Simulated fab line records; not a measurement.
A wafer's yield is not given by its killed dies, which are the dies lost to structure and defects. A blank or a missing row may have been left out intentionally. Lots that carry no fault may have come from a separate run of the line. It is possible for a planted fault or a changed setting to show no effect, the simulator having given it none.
What tool caused it? :: flow sky130 :: 24 lots with 72 wafers sampled at 6 steps, on a route of 708 steps

== WHAT THE GAUGES SHOWED, per wafer ==
SKY_METAL1_CD_MEAS_15: target cd 140 nm.
lot: L074
measured: day 33 14:52
on: cdSem-01
cdNm (nm): 142.0 142.5 141.2

lot: L075
measured: day 34 01:49
on: cdSem-01
cdNm (nm): 141.1 141.7 142.3

lot: L076
measured: day 34 05:22
on: cdSem-01
cdNm (nm): 138.7 137.1 136.6

lot: L077
measured: day 34 18:45
on: cdSem-01
cdNm (nm): 141.6 141.5 140.6

lot: L078
measured: day 35 03:28
on: cdSem-01
cdNm (nm): 141.1 141.4 141.6

lot: L079
measured: day 35 03:44
on: cdSem-01
cdNm (nm): 138.4 140.1 138.4

lot: L080
measured: day 35 10:23
on: cdSem-02
cdNm (nm): 140.3 140.8 141.9

lot: L081
measured: day 36 02:43
on: cdSem-01
cdNm (nm): 138.5 141.3 140.2

lot: L082
measured: day 36 08:13
on: cdSem-02
cdNm (nm): 140.6 141.9 140.9

lot: L083
measured: day 36 17:02
on: cdSem-01
cdNm (nm): 139.6 141.8 142.0

lot: L084
measured: day 36 21:31
on: cdSem-02
cdNm (nm): 140.5 140.4 139.7

lot: L085
measured: day 37 07:22
on: cdSem-02
cdNm (nm): 140.3 141.2 138.7

lot: L086
measured: day 37 08:34
on: cdSem-02
cdNm (nm): 140.7 137.5 138.1

lot: L087
measured: day 37 17:37
on: cdSem-01
cdNm (nm): 140.4 139.7 140.7

lot: L088
measured: day 38 04:38
on: cdSem-02
cdNm (nm): 139.7 141.0 140.6

lot: L089
measured: day 38 10:46
on: cdSem-01
cdNm (nm): 140.5 142.0 141.8

lot: L090
measured: day 39 00:59
on: cdSem-01
cdNm (nm): 140.2 140.8 140.3

lot: L091
measured: day 39 04:48
on: cdSem-02
cdNm (nm): 137.8 139.4 140.6

lot: L092
measured: day 39 06:08
on: cdSem-02
cdNm (nm): 137.9 139.6 137.2

lot: L093
measured: day 39 11:52
on: cdSem-01
cdNm (nm): 139.9 140.6 139.8

lot: L094
measured: day 39 21:04
on: cdSem-02
cdNm (nm): 138.7 137.8 140.3

lot: L095
measured: day 40 06:00
on: cdSem-01
cdNm (nm): 138.4 137.8 138.7

lot: L096
measured: day 40 07:34
on: cdSem-02
cdNm (nm): 140.8 141.8 140.0

lot: L097
measured: day 40 11:02
on: cdSem-02
cdNm (nm): 141.2 139.6 139.6

SKY_CAPM_THK_MEAS_01.
lot: L074
measured: day 37 06:38
on: filmMetro-03
CAPM_CVD_00_THK (nm): 15.68 16.15 15.86

lot: L075
measured: day 37 17:18
on: filmMetro-03
CAPM_CVD_00_THK (nm): 15.57 15.40 15.48

lot: L076
measured: day 37 19:19
on: filmMetro-02
CAPM_CVD_00_THK (nm): 15.50 15.97 15.57

lot: L077
measured: day 38 08:59
on: filmMetro-03
CAPM_CVD_00_THK (nm): 15.40 15.62 15.75

lot: L078
measured: day 38 16:45
on: filmMetro-01
CAPM_CVD_00_THK (nm): 15.64 15.93 15.90

lot: L079
measured: day 38 19:20
on: filmMetro-01
CAPM_CVD_00_THK (nm): 16.01 15.57 15.81

lot: L080
measured: day 39 00:07
on: filmMetro-01
CAPM_CVD_00_THK (nm): 15.76 15.90 15.67

lot: L081
measured: day 39 15:21
on: filmMetro-01
CAPM_CVD_00_THK (nm): 15.41 15.77 15.55

lot: L082
measured: day 39 21:04
on: filmMetro-02
CAPM_CVD_00_THK (nm): 15.38 15.23 15.03

lot: L083
measured: day 40 05:15
on: filmMetro-01
CAPM_CVD_00_THK (nm): 15.02 15.12 15.55

lot: L084
measured: day 40 10:55
on: filmMetro-03
CAPM_CVD_00_THK (nm): 15.46 15.61 16.01

lot: L085
measured: day 40 17:55
on: filmMetro-01
CAPM_CVD_00_THK (nm): 15.43 15.66 15.64

lot: L086
measured: day 40 20:20
on: filmMetro-02
CAPM_CVD_00_THK (nm): 15.54 15.69 15.72

lot: L087
measured: day 41 03:43
on: filmMetro-02
CAPM_CVD_00_THK (nm): 15.55 15.50 15.49

lot: L088
measured: day 41 16:02
on: filmMetro-02
CAPM_CVD_00_THK (nm): 15.39 15.66 15.65

lot: L089
measured: day 41 21:58
on: filmMetro-03
CAPM_CVD_00_THK (nm): 15.76 15.84 15.95

lot: L090
measured: day 42 09:50
on: filmMetro-01
CAPM_CVD_00_THK (nm): 15.16 15.72 15.68

lot: L091
measured: day 42 14:43
on: filmMetro-01
CAPM_CVD_00_THK (nm): 15.00 15.29 15.22

lot: L092
measured: day 42 15:38
on: filmMetro-03
CAPM_CVD_00_THK (nm): 15.23 15.63 15.67

lot: L093
measured: day 42 21:05
on: filmMetro-02
CAPM_CVD_00_THK (nm): 15.40 15.77 15.62

lot: L094
measured: day 43 03:47
on: filmMetro-01
CAPM_CVD_00_THK (nm): 15.73 15.54 15.83

lot: L095
measured: day 43 12:18
on: filmMetro-02
CAPM_CVD_00_THK (nm): 15.43 15.59 15.60

lot: L096
measured: day 43 13:52
on: filmMetro-02
CAPM_CVD_00_THK (nm): 15.51 15.72 15.57

lot: L097
measured: day 43 17:39
on: filmMetro-01
CAPM_CVD_00_THK (nm): 15.39 15.44 15.41

== WHAT TOOL EACH LOT RAN ON (gives the tool, then ch and the chambers of the sampled wafers, and finally the start) ==
lot: L074
SKY_METAL1_DESCUM_17: rieMetal-02 ch 0,1, day 33 15:00
SKY_METAL1_STRIP_20: plasmaAsher-02 ch 1, day 33 15:11
SKY_VIA1_ETCH_14: rieDiel-01 ch 0,2,3, day 34 20:03
SKY_METAL2_DESCUM_17: rieMetal-03 ch 0, day 36 00:38

lot: L075
SKY_METAL1_DESCUM_17: rieMetal-03 ch 0,1, day 34 01:58
SKY_METAL1_STRIP_20: plasmaAsher-01 ch 0,1, day 34 02:10
SKY_VIA1_ETCH_14: rieDiel-02 ch 0,1,2, day 35 06:31
SKY_METAL2_DESCUM_17: rieMetal-01 ch 0,1, day 36 12:01

lot: L076
SKY_METAL1_DESCUM_17: rieMetal-04 ch 0,1, day 34 05:31
SKY_METAL1_STRIP_20: plasmaAsher-02 ch 0,1, day 34 05:43
SKY_VIA1_ETCH_14: rieDiel-02 ch 0,2, day 35 10:01
SKY_METAL2_DESCUM_17: rieMetal-03 ch 0,1, day 36 14:13

lot: L077
SKY_METAL1_DESCUM_17: rieMetal-04 ch 0,1, day 34 18:54
SKY_METAL1_STRIP_20: plasmaAsher-03 ch 0,1, day 34 19:05
SKY_VIA1_ETCH_14: rieDiel-02 ch 0,1,2, day 35 23:22
SKY_METAL2_DESCUM_17: rieMetal-01 ch 0,1, day 37 02:58

lot: L078
SKY_METAL1_DESCUM_17: rieMetal-03 ch 0,1, day 35 03:37
SKY_METAL1_STRIP_20: plasmaAsher-01 ch 0,1, day 35 03:49
SKY_VIA1_ETCH_14: rieDiel-02 ch 0,1,3, day 36 07:34
SKY_METAL2_DESCUM_17: rieMetal-02 ch 1, day 37 11:19

lot: L079
SKY_METAL1_DESCUM_17: rieMetal-04 ch 0,1, day 35 03:50
SKY_METAL1_STRIP_20: plasmaAsher-02 ch 0,1, day 35 04:02
SKY_VIA1_ETCH_14: rieDiel-01 ch 0,1,3, day 36 08:31
SKY_METAL2_DESCUM_17: rieMetal-03 ch 1, day 37 12:17

lot: L080
SKY_METAL1_DESCUM_17: rieMetal-03 ch 0, day 35 10:31
SKY_METAL1_STRIP_20: plasmaAsher-03 ch 0,1, day 35 10:55
SKY_VIA1_ETCH_14: rieDiel-01 ch 1,2,3, day 36 15:04
SKY_METAL2_DESCUM_17: rieMetal-01 ch 0,1, day 37 18:44

lot: L081
SKY_METAL1_DESCUM_17: rieMetal-02 ch 0,1, day 36 02:50
SKY_METAL1_STRIP_20: plasmaAsher-03 ch 0,1, day 36 03:02
SKY_VIA1_ETCH_14: rieDiel-01 ch 0,2, day 37 06:46
SKY_METAL2_DESCUM_17: rieMetal-01 ch 0,1, day 38 10:58

lot: L082
SKY_METAL1_DESCUM_17: rieMetal-02 ch 0,1, day 36 08:22
SKY_METAL1_STRIP_20: plasmaAsher-02 ch 0,1, day 36 08:34
SKY_VIA1_ETCH_14: rieDiel-03 ch 0,1,3, day 37 11:55
SKY_METAL2_DESCUM_17: rieMetal-02 ch 1, day 38 15:58

lot: L083
SKY_METAL1_DESCUM_17: rieMetal-02 ch 0,1, day 36 17:10
SKY_METAL1_STRIP_20: plasmaAsher-03 ch 0,1, day 36 17:22
SKY_VIA1_ETCH_14: rieDiel-03 ch 0,3, day 37 21:10
SKY_METAL2_DESCUM_17: rieMetal-02 ch 0,1, day 39 01:16

lot: L084
SKY_METAL1_DESCUM_17: rieMetal-04 ch 0,1, day 36 21:39
SKY_METAL1_STRIP_20: plasmaAsher-02 ch 0,1, day 36 21:54
SKY_VIA1_ETCH_14: rieDiel-01 ch 0,2, day 38 01:51
SKY_METAL2_DESCUM_17: rieMetal-01 ch 0,1, day 39 06:19

lot: L085
SKY_METAL1_DESCUM_17: rieMetal-04 ch 0,1, day 37 07:31
SKY_METAL1_STRIP_20: plasmaAsher-02 ch 0,1, day 37 07:43
SKY_VIA1_ETCH_14: rieDiel-03 ch 0,1,2, day 38 11:37
SKY_METAL2_DESCUM_17: rieMetal-02 ch 0,1, day 39 14:31

lot: L086
SKY_METAL1_DESCUM_17: rieMetal-02 ch 0,1, day 37 08:42
SKY_METAL1_STRIP_20: plasmaAsher-01 ch 0,1, day 37 08:53
SKY_VIA1_ETCH_14: rieDiel-02 ch 1,2,3, day 38 13:13
SKY_METAL2_DESCUM_17: rieMetal-01 ch 0,1, day 39 16:46

lot: L087
SKY_METAL1_DESCUM_17: rieMetal-03 ch 1, day 37 17:46
SKY_METAL1_STRIP_20: plasmaAsher-03 ch 0,1, day 37 18:08
SKY_VIA1_ETCH_14: rieDiel-01 ch 2,3, day 38 20:34
SKY_METAL2_DESCUM_17: rieMetal-02 ch 0,1, day 40 00:01

lot: L088
SKY_METAL1_DESCUM_17: rieMetal-02 ch 0,1, day 38 04:46
SKY_METAL1_STRIP_20: plasmaAsher-02 ch 0,1, day 38 04:58
SKY_VIA1_ETCH_14: rieDiel-03 ch 1,2,3, day 39 09:27
SKY_METAL2_DESCUM_17: rieMetal-02 ch 0,1, day 40 12:11

lot: L089
SKY_METAL1_DESCUM_17: rieMetal-02 ch 0,1, day 38 10:54
SKY_METAL1_STRIP_20: plasmaAsher-02 ch 0, day 38 11:05
SKY_VIA1_ETCH_14: rieDiel-03 ch 0,1,3, day 39 14:52
SKY_METAL2_DESCUM_17: rieMetal-03 ch 0,1, day 40 17:10

lot: L090
SKY_METAL1_DESCUM_17: rieMetal-04 ch 1, day 39 01:08
SKY_METAL1_STRIP_20: plasmaAsher-03 ch 0,1, day 39 01:29
SKY_VIA1_ETCH_14: rieDiel-03 ch 0,1,2, day 40 04:54
SKY_METAL2_DESCUM_17: rieMetal-01 ch 0, day 41 06:16

lot: L091
SKY_METAL1_DESCUM_17: rieMetal-04 ch 0,1, day 39 04:57
SKY_METAL1_STRIP_20: plasmaAsher-01 ch 0,1, day 39 05:08
SKY_VIA1_ETCH_14: rieDiel-01 ch 0,1, day 40 08:19
SKY_METAL2_DESCUM_17: rieMetal-02 ch 0,1, day 41 11:16

lot: L092
SKY_METAL1_DESCUM_17: rieMetal-02 ch 0,1, day 39 06:16
SKY_METAL1_STRIP_20: plasmaAsher-03 ch 0,1, day 39 06:28
SKY_VIA1_ETCH_14: rieDiel-03 ch 0,1,3, day 40 08:40
SKY_METAL2_DESCUM_17: rieMetal-01 ch 0,1, day 41 11:37

lot: L093
SKY_METAL1_DESCUM_17: rieMetal-04 ch 0,1, day 39 12:01
SKY_METAL1_STRIP_20: plasmaAsher-03 ch 0,1, day 39 12:13
SKY_VIA1_ETCH_14: rieDiel-01 ch 1,3, day 40 14:37
SKY_METAL2_DESCUM_17: rieMetal-01 ch 0,1, day 41 17:37

lot: L094
SKY_METAL1_DESCUM_17: rieMetal-02 ch 0,1, day 39 21:13
SKY_METAL1_STRIP_20: plasmaAsher-03 ch 0,1, day 39 21:25
SKY_VIA1_ETCH_14: rieDiel-03 ch 0,1,3, day 40 23:19
SKY_METAL2_DESCUM_17: rieMetal-02 ch 0,1, day 42 01:22

lot: L095
SKY_METAL1_DESCUM_17: rieMetal-03 ch 0,1, day 40 06:09
SKY_METAL1_STRIP_20: plasmaAsher-02 ch 0,1, day 40 06:20
SKY_VIA1_ETCH_14: rieDiel-01 ch 0,1,3, day 41 08:07
SKY_METAL2_DESCUM_17: rieMetal-03 ch 0, day 42 09:52

lot: L096
SKY_METAL1_DESCUM_17: rieMetal-04 ch 0,1, day 40 07:41
SKY_METAL1_STRIP_20: plasmaAsher-01 ch 0,1, day 40 07:53
SKY_VIA1_ETCH_14: rieDiel-03 ch 0,2, day 41 09:49
SKY_METAL2_DESCUM_17: rieMetal-01 ch 0,1, day 42 11:26

lot: L097
SKY_METAL1_DESCUM_17: rieMetal-02 ch 0,1, day 40 11:10
SKY_METAL1_STRIP_20: plasmaAsher-03 ch 0,1, day 40 11:22
SKY_VIA1_ETCH_14: rieDiel-02 ch 0,1, day 41 12:58
SKY_METAL2_DESCUM_17: rieMetal-01 ch 0,1, day 42 15:22
- SKY_METAL1_DESCUM_17: chemistry O2, time 8 s.
- SKY_METAL1_STRIP_20: strips in O2/N2.
- SKY_VIA1_ETCH_14: etches BARC in N2/H2, stops on SiO2, time 45.9 s, target depth 60 nm.
- SKY_METAL2_DESCUM_17: chemistry O2, time 8 s.

== AS READ BY THE TOOLS THEMSELVES (means over the sampled wafers that have a number; for cases with no such wafer, the mark the record gives instead) ==
SKY_METAL1_DESCUM_17.
lot: L074
tool: rieMetal-02
drypumpMotorCurrentA (A): 5.3
oesProductAu (a.u.): 0.998
rfFwdPowerW (W): 147.5

lot: L075
tool: rieMetal-03
drypumpMotorCurrentA (A): 5.1
oesProductAu (a.u.): 0.997
rfFwdPowerW (W): 147.0

lot: L076
tool: rieMetal-04
drypumpMotorCurrentA (A): 6.0
oesProductAu (a.u.): 1.006
rfFwdPowerW (W): 146.6

lot: L077
tool: rieMetal-04
drypumpMotorCurrentA (A): 5.5
oesProductAu (a.u.): 0.992
rfFwdPowerW (W): 146.3

lot: L078
tool: rieMetal-03
drypumpMotorCurrentA (A): 5.1
oesProductAu (a.u.): 1.009
rfFwdPowerW (W): 147.1

lot: L079
tool: rieMetal-04
drypumpMotorCurrentA (A): 6.0
oesProductAu (a.u.): 0.995
rfFwdPowerW (W): 146.8

lot: L080
tool: rieMetal-03
drypumpMotorCurrentA (A): 4.8
oesProductAu (a.u.): 1.014
rfFwdPowerW (W): 147.0

lot: L081
tool: rieMetal-02
drypumpMotorCurrentA (A): 5.5
oesProductAu (a.u.): 1.007
rfFwdPowerW (W): 146.8

lot: L082
tool: rieMetal-02
drypumpMotorCurrentA (A): 5.3
oesProductAu (a.u.): 1.000
rfFwdPowerW (W): 147.0

lot: L083
tool: rieMetal-02
drypumpMotorCurrentA (A): 5.5
oesProductAu (a.u.): 0.999
rfFwdPowerW (W): 146.7

lot: L084
tool: rieMetal-04
drypumpMotorCurrentA (A): 6.0
oesProductAu (a.u.): 0.999
rfFwdPowerW (W): 146.8

lot: L085
tool: rieMetal-04
drypumpMotorCurrentA (A): 5.5
oesProductAu (a.u.): 1.005
rfFwdPowerW (W): 146.4

lot: L086
tool: rieMetal-02
drypumpMotorCurrentA (A): 5.5
oesProductAu (a.u.): 0.986
rfFwdPowerW (W): 147.1

lot: L087
tool: rieMetal-03
drypumpMotorCurrentA (A): 5.6
oesProductAu (a.u.): 1.013
rfFwdPowerW (W): 146.8

lot: L088
tool: rieMetal-02
drypumpMotorCurrentA (A): 5.3
oesProductAu (a.u.): 0.991
rfFwdPowerW (W): 147.7

lot: L089
tool: rieMetal-02
drypumpMotorCurrentA (A): 5.5
oesProductAu (a.u.): 0.993
rfFwdPowerW (W): 146.3

lot: L090
tool: rieMetal-04
drypumpMotorCurrentA (A): 6.5
oesProductAu (a.u.): 1.004
rfFwdPowerW (W): 147.3

lot: L091
tool: rieMetal-04
drypumpMotorCurrentA (A): 6.0
oesProductAu (a.u.): 0.991
rfFwdPowerW (W): 146.5

lot: L092
tool: rieMetal-02
drypumpMotorCurrentA (A): 5.5
oesProductAu (a.u.): 0.993
rfFwdPowerW (W): 146.9

lot: L093
tool: rieMetal-04
drypumpMotorCurrentA (A): 5.9
oesProductAu (a.u.): 1.004
rfFwdPowerW (W): 147.2

lot: L094
tool: rieMetal-02
drypumpMotorCurrentA (A): 5.6
oesProductAu (a.u.): 1.002
rfFwdPowerW (W): 146.8

lot: L095
tool: rieMetal-03
drypumpMotorCurrentA (A): 5.3
oesProductAu (a.u.): 1.011
rfFwdPowerW (W): 147.4

lot: L096
tool: rieMetal-04
drypumpMotorCurrentA (A): 5.5
oesProductAu (a.u.): 0.994
rfFwdPowerW (W): 146.8

lot: L097
tool: rieMetal-02
drypumpMotorCurrentA (A): 5.3
oesProductAu (a.u.): 1.005
rfFwdPowerW (W): 148.0

SKY_METAL1_STRIP_20.
lot: L074
tool: plasmaAsher-02
drypumpMotorCurrentA (A): 6.1
oesProductAu (a.u.): 0.346
stripTimeToEndpointS (s): 2.69

lot: L075
tool: plasmaAsher-01
drypumpMotorCurrentA (A): 5.4
oesProductAu (a.u.): 0.342
stripTimeToEndpointS (s): 2.67

lot: L076
tool: plasmaAsher-02
drypumpMotorCurrentA (A): 5.9
oesProductAu (a.u.): 0.342
stripTimeToEndpointS (s): 2.70

lot: L077
tool: plasmaAsher-03
drypumpMotorCurrentA (A): 5.2
oesProductAu (a.u.): 0.341
stripTimeToEndpointS (s): 2.68

lot: L078
tool: plasmaAsher-01
drypumpMotorCurrentA (A): 5.4
oesProductAu (a.u.): 0.341
stripTimeToEndpointS (s): 2.67

lot: L079
tool: plasmaAsher-02
drypumpMotorCurrentA (A): 5.8
oesProductAu (a.u.): 0.348
stripTimeToEndpointS (s): 2.72

lot: L080
tool: plasmaAsher-03
drypumpMotorCurrentA (A): 5.2
oesProductAu (a.u.): 0.341
stripTimeToEndpointS (s): 2.66

lot: L081
tool: plasmaAsher-03
drypumpMotorCurrentA (A): 5.2
oesProductAu (a.u.): 0.343
stripTimeToEndpointS (s): 2.71

lot: L082
tool: plasmaAsher-02
drypumpMotorCurrentA (A): 5.8
oesProductAu (a.u.): 0.346
stripTimeToEndpointS (s): 2.71

lot: L083
tool: plasmaAsher-03
drypumpMotorCurrentA (A): 5.2
oesProductAu (a.u.): 0.346
stripTimeToEndpointS (s): 2.70

lot: L084
tool: plasmaAsher-02
drypumpMotorCurrentA (A): 5.8
oesProductAu (a.u.): 0.346
stripTimeToEndpointS (s): 2.71

lot: L085
tool: plasmaAsher-02
drypumpMotorCurrentA (A): 5.8
oesProductAu (a.u.): 0.342
stripTimeToEndpointS (s): 2.71

lot: L086
tool: plasmaAsher-01
drypumpMotorCurrentA (A): 5.6
oesProductAu (a.u.): 0.344
stripTimeToEndpointS (s): 2.67

lot: L087
tool: plasmaAsher-03
drypumpMotorCurrentA (A): 5.2
oesProductAu (a.u.): 0.336
stripTimeToEndpointS (s): 2.62

lot: L088
tool: plasmaAsher-02
drypumpMotorCurrentA (A): 5.9
oesProductAu (a.u.): 0.350
stripTimeToEndpointS (s): 2.72

lot: L089
tool: plasmaAsher-02
drypumpMotorCurrentA (A): 5.6
oesProductAu (a.u.): 0.346
stripTimeToEndpointS (s): 2.70

lot: L090
tool: plasmaAsher-03
drypumpMotorCurrentA (A): 5.2
oesProductAu (a.u.): 0.342
stripTimeToEndpointS (s): 2.67

lot: L091
tool: plasmaAsher-01
drypumpMotorCurrentA (A): 5.4
oesProductAu (a.u.): 0.347
stripTimeToEndpointS (s): 2.73

lot: L092
tool: plasmaAsher-03
drypumpMotorCurrentA (A): 5.2
oesProductAu (a.u.): 0.339
stripTimeToEndpointS (s): 2.70

lot: L093
tool: plasmaAsher-03
drypumpMotorCurrentA (A): 5.2
oesProductAu (a.u.): 0.341
stripTimeToEndpointS (s): 2.67

lot: L094
tool: plasmaAsher-03
drypumpMotorCurrentA (A): 5.3
oesProductAu (a.u.): 0.348
stripTimeToEndpointS (s): 2.74

lot: L095
tool: plasmaAsher-02
drypumpMotorCurrentA (A): 5.8
oesProductAu (a.u.): 0.343
stripTimeToEndpointS (s): 2.69

lot: L096
tool: plasmaAsher-01
drypumpMotorCurrentA (A): 5.6
oesProductAu (a.u.): 0.342
stripTimeToEndpointS (s): 2.73

lot: L097
tool: plasmaAsher-03
drypumpMotorCurrentA (A): 5.2
oesProductAu (a.u.): 0.342
stripTimeToEndpointS (s): 2.69

SKY_VIA1_ETCH_14.
lot: L074
tool: rieDiel-01
drypumpMotorCurrentA (A): 5.3
oesProductAu (a.u.): 0.859
rfFwdPowerW (W): 495.9
throttleValvePct (%): 13.220

lot: L075
tool: rieDiel-02
drypumpMotorCurrentA (A): 5.5
oesProductAu (a.u.): 0.854
rfFwdPowerW (W): 496.5
throttleValvePct (%): 13.226

lot: L076
tool: rieDiel-02
drypumpMotorCurrentA (A): 5.6
oesProductAu (a.u.): 0.859
rfFwdPowerW (W): 495.5
throttleValvePct (%): 13.213

lot: L077
tool: rieDiel-02
drypumpMotorCurrentA (A): 5.6
oesProductAu (a.u.): 0.852
rfFwdPowerW (W): 496.0
throttleValvePct (%): 13.228

lot: L078
tool: rieDiel-02
drypumpMotorCurrentA (A): 5.6
oesProductAu (a.u.): 0.856
rfFwdPowerW (W): 495.8
throttleValvePct (%): 13.223

lot: L079
tool: rieDiel-01
drypumpMotorCurrentA (A): 5.9
oesProductAu (a.u.): 0.852
rfFwdPowerW (W): 494.2
throttleValvePct (%): 13.226

lot: L080
tool: rieDiel-01
drypumpMotorCurrentA (A): 5.6
oesProductAu (a.u.): 0.857
rfFwdPowerW (W): 495.8
throttleValvePct (%): 13.223

lot: L081
tool: rieDiel-01
drypumpMotorCurrentA (A): 5.2
oesProductAu (a.u.): 0.851
rfFwdPowerW (W): 493.1
throttleValvePct (%): 13.228

lot: L082
tool: rieDiel-03
drypumpMotorCurrentA (A): 5.5
oesProductAu (a.u.): 0.859
rfFwdPowerW (W): 494.1
throttleValvePct (%): 13.229

lot: L083
tool: rieDiel-03
drypumpMotorCurrentA (A): 5.3
oesProductAu (a.u.): 0.855
rfFwdPowerW (W): 492.9
throttleValvePct (%): 13.226

lot: L084
tool: rieDiel-01
drypumpMotorCurrentA (A): 5.2
oesProductAu (a.u.): 0.858
rfFwdPowerW (W): 493.8
throttleValvePct (%): 13.226

lot: L085
tool: rieDiel-03
drypumpMotorCurrentA (A): 5.7
oesProductAu (a.u.): 0.859
rfFwdPowerW (W): 495.8
throttleValvePct (%): 13.219

lot: L086
tool: rieDiel-02
drypumpMotorCurrentA (A): 5.6
oesProductAu (a.u.): 0.851
rfFwdPowerW (W): 495.2
throttleValvePct (%): 13.227

lot: L087
tool: rieDiel-01
drypumpMotorCurrentA (A): 5.1
oesProductAu (a.u.): 0.851
rfFwdPowerW (W): 494.0
throttleValvePct (%): 13.230

lot: L088
tool: rieDiel-03
drypumpMotorCurrentA (A): 5.8
oesProductAu (a.u.): 0.854
rfFwdPowerW (W): 493.9
throttleValvePct (%): 13.227

lot: L089
tool: rieDiel-03
drypumpMotorCurrentA (A): 5.5
oesProductAu (a.u.): 0.856
rfFwdPowerW (W): 494.7
throttleValvePct (%): 13.219

lot: L090
tool: rieDiel-03
drypumpMotorCurrentA (A): 5.7
oesProductAu (a.u.): 0.855
rfFwdPowerW (W): 494.8
throttleValvePct (%): 13.214

lot: L091
tool: rieDiel-01
drypumpMotorCurrentA (A): 6.3
oesProductAu (a.u.): 0.853
rfFwdPowerW (W): 493.7
throttleValvePct (%): 13.228

lot: L092
tool: rieDiel-03
drypumpMotorCurrentA (A): 5.5
oesProductAu (a.u.): 0.851
rfFwdPowerW (W): 494.8
throttleValvePct (%): 13.226

lot: L093
tool: rieDiel-01
drypumpMotorCurrentA (A): 6.1
oesProductAu (a.u.): 0.856
rfFwdPowerW (W): 495.0
throttleValvePct (%): 13.220

lot: L094
tool: rieDiel-03
drypumpMotorCurrentA (A): 5.5
oesProductAu (a.u.): 0.860
rfFwdPowerW (W): 492.6
throttleValvePct (%): 13.228

lot: L095
tool: rieDiel-01
drypumpMotorCurrentA (A): 5.9
oesProductAu (a.u.): 0.851
rfFwdPowerW (W): 495.5
throttleValvePct (%): 13.219

lot: L096
tool: rieDiel-03
drypumpMotorCurrentA (A): 5.8
oesProductAu (a.u.): 0.859
rfFwdPowerW (W): 494.9
throttleValvePct (%): 13.228

lot: L097
tool: rieDiel-02
drypumpMotorCurrentA (A): 5.5
oesProductAu (a.u.): 0.861
rfFwdPowerW (W): 491.5
throttleValvePct (%): 13.229

SKY_METAL2_DESCUM_17.
lot: L074
tool: rieMetal-03
drypumpMotorCurrentA (A): 4.8
oesProductAu (a.u.): 1.010
rfFwdPowerW (W): 147.7

lot: L075
tool: rieMetal-01
drypumpMotorCurrentA (A): 6.3
oesProductAu (a.u.): 0.993
rfFwdPowerW (W): 147.1

lot: L076
tool: rieMetal-03
drypumpMotorCurrentA (A): 5.3
oesProductAu (a.u.): 1.009
rfFwdPowerW (W): 147.3

lot: L077
tool: rieMetal-01
drypumpMotorCurrentA (A): 6.5
oesProductAu (a.u.): 1.006
rfFwdPowerW (W): 148.1

lot: L078
tool: rieMetal-02
drypumpMotorCurrentA (A): 5.1
oesProductAu (a.u.): 1.005
rfFwdPowerW (W): 148.1

lot: L079
tool: rieMetal-03
drypumpMotorCurrentA (A): 5.6
oesProductAu (a.u.): 1.007
rfFwdPowerW (W): 147.1

lot: L080
tool: rieMetal-01
drypumpMotorCurrentA (A): 6.5
oesProductAu (a.u.): 0.992
rfFwdPowerW (W): 147.5

lot: L081
tool: rieMetal-01
drypumpMotorCurrentA (A): 6.5
oesProductAu (a.u.): 0.990
rfFwdPowerW (W): 147.4

lot: L082
tool: rieMetal-02
drypumpMotorCurrentA (A): 5.1
oesProductAu (a.u.): 0.992
rfFwdPowerW (W): 148.1

lot: L083
tool: rieMetal-02
drypumpMotorCurrentA (A): 5.6
oesProductAu (a.u.): 0.996
rfFwdPowerW (W): 146.5

lot: L084
tool: rieMetal-01
drypumpMotorCurrentA (A): 6.3
oesProductAu (a.u.): 1.000
rfFwdPowerW (W): 146.6

lot: L085
tool: rieMetal-02
drypumpMotorCurrentA (A): 5.3
oesProductAu (a.u.): 1.003
rfFwdPowerW (W): 147.9

lot: L086
tool: rieMetal-01
drypumpMotorCurrentA (A): 6.3
oesProductAu (a.u.): 0.995
rfFwdPowerW (W): 146.8

lot: L087
tool: rieMetal-02
drypumpMotorCurrentA (A): 5.3
oesProductAu (a.u.): 0.994
rfFwdPowerW (W): 147.6

lot: L088
tool: rieMetal-02
drypumpMotorCurrentA (A): 5.5
oesProductAu (a.u.): 0.997
rfFwdPowerW (W): 146.9

lot: L089
tool: rieMetal-03
drypumpMotorCurrentA (A): 5.3
oesProductAu (a.u.): 1.006
rfFwdPowerW (W): 146.6

lot: L090
tool: rieMetal-01
drypumpMotorCurrentA (A): 6.7
oesProductAu (a.u.): 1.006
rfFwdPowerW (W): 148.0

lot: L091
tool: rieMetal-02
drypumpMotorCurrentA (A): 5.6
oesProductAu (a.u.): 1.003
rfFwdPowerW (W): 146.6

lot: L092
tool: rieMetal-01
drypumpMotorCurrentA (A): 6.4
oesProductAu (a.u.): 1.002
rfFwdPowerW (W): 147.3

lot: L093
tool: rieMetal-01
drypumpMotorCurrentA (A): 6.5
oesProductAu (a.u.): 1.001
rfFwdPowerW (W): 147.4

lot: L094
tool: rieMetal-02
drypumpMotorCurrentA (A): 5.3
oesProductAu (a.u.): 0.999
rfFwdPowerW (W): 148.0

lot: L095
tool: rieMetal-03
drypumpMotorCurrentA (A): 4.8
oesProductAu (a.u.): 1.003
rfFwdPowerW (W): 147.2

lot: L096
tool: rieMetal-01
drypumpMotorCurrentA (A): 6.3
oesProductAu (a.u.): 0.992
rfFwdPowerW (W): 147.1

lot: L097
tool: rieMetal-01
drypumpMotorCurrentA (A): 6.3
oesProductAu (a.u.): 0.997
rfFwdPowerW (W): 147.0

== THE ANSWER, worked out from the rows above alone ==
Rule: usual is defined by the lots themselves. The widest of any qualifying gaps counts: lots, ordered by their means at a reading, are off when they make up no more than a third of the lots, leave a main group of 4 or more, and stand apart from it by 3 or more times the standard deviation of that group's means. If all means in a main group match to the digits the tables above print for the reading, that group is not used. Also off: a lot with no number at a reading for which 4 or more lots have one. All remaining lots with rows at the step are treated as sound. First the gauges in route order, then the tools' own readings, where a lot's mean is used as printed above. At the first step where some lot is off, the reading lying furthest off is the one used; lots without a number count as furthest.
None of the lots is off at any reading shown; this tells nothing.

== WHAT WAS PUT IN BY THE SIMULATOR ==
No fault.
